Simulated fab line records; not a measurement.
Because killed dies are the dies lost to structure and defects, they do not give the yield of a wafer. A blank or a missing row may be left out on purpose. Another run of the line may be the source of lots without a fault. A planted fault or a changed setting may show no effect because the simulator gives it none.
Which tool is to blame? :: flow gf180mcu :: 6 lots with 18 wafers sampled at 2 steps, on a route of 602 steps

== WHAT EACH GAUGE READ, for each wafer ==
GF_VT_IMPLANT_RS_MEAS_49: a four-point-probe measurement.
lot: L815
measured: day 8 16:32
on: film-metro-04
MVPSD_RS (ohm/sq): 1160.6 1169.4 1167.1

lot: L819
measured: day 9 03:34
on: film-metro-04
MVPSD_RS (ohm/sq): 1166.7 1164.3 1163.6

lot: L821
measured: day 9 21:51
on: film-metro-01
MVPSD_RS (ohm/sq): 1168.7 1170.2 1165.8

lot: L825
measured: day 11 03:14
on: film-metro-04
MVPSD_RS (ohm/sq): 1103.4 1100.3 1101.5 1101.5 1103.5 1102.5

lot: L830
measured: day 12 11:26
on: film-metro-04
MVPSD_RS (ohm/sq): 1169.7 1170.8 1169.4

lot: L835
measured: day 13 23:48
on: film-metro-04
MVPSD_RS (ohm/sq): 1167.8 1168.8 1165.7

== EACH LOT AND THE TOOL THAT RAN IT (in order: tool; ch and the chambers of the sampled wafers; start) ==
lot: L815
GF_MVPSD_IMPLANT_08: implanter-04 ch 0, day 5 22:21

lot: L819
GF_MVPSD_IMPLANT_08: implanter-03 ch 0, day 6 08:07

lot: L821
GF_MVPSD_IMPLANT_08: implanter-02 ch 0, day 7 00:01

lot: L825
GF_MVPSD_IMPLANT_08: implanter-03 ch 0, day 8 03:51

lot: L830
GF_MVPSD_IMPLANT_08: implanter-02 ch 0, day 9 07:35

lot: L835
GF_MVPSD_IMPLANT_08: implanter-02 ch 0, day 10 16:40
- GF_MVPSD_IMPLANT_08

== THE ANSWER, worked out from the rows above alone ==
Rule: the usual values come from the lots themselves. Put in order of their means at a reading, lots are off if they are a third of the lots or fewer, leave a main group of 4 or more, and stand apart from it by a gap of 3 or more times the standard deviation of the main group's means; of several such gaps the widest counts. If all means in a main group match to the digits the tables above print for the reading, that group is not used. A lot without any number at a reading at which 4 lots or more have one is off too. Where the step has rows for the other lots, those lots are counted as sound.
Off: L825, at GF_VT_IMPLANT_RS_MEAS_49 (MVPSD_RS). For the main group the mean is 1167.2 ohm/sq and the standard deviation 1.8.
If a tool, at a process step before that reading, ran all the lots that are off and no sound lot after the first of them, it fits. Those tools and the gauges at GF_VT_IMPLANT_RS_MEAS_49 are tried in the same way. One candidate fits, namely implanter-03 at GF_MVPSD_IMPLANT_08. A fault onset in the window from L819 (day 6 08:07, its last sound lot) to L825 (day 8 03:51, its first lot off) fits.

== WHAT HAD BEEN PUT IN BY THE SIMULATOR ==
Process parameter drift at GF_MVPSD_IMPLANT_08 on implanter-03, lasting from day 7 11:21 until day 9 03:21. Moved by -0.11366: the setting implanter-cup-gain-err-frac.
Shown lots that were struck: L825. Same finding as the rule above.
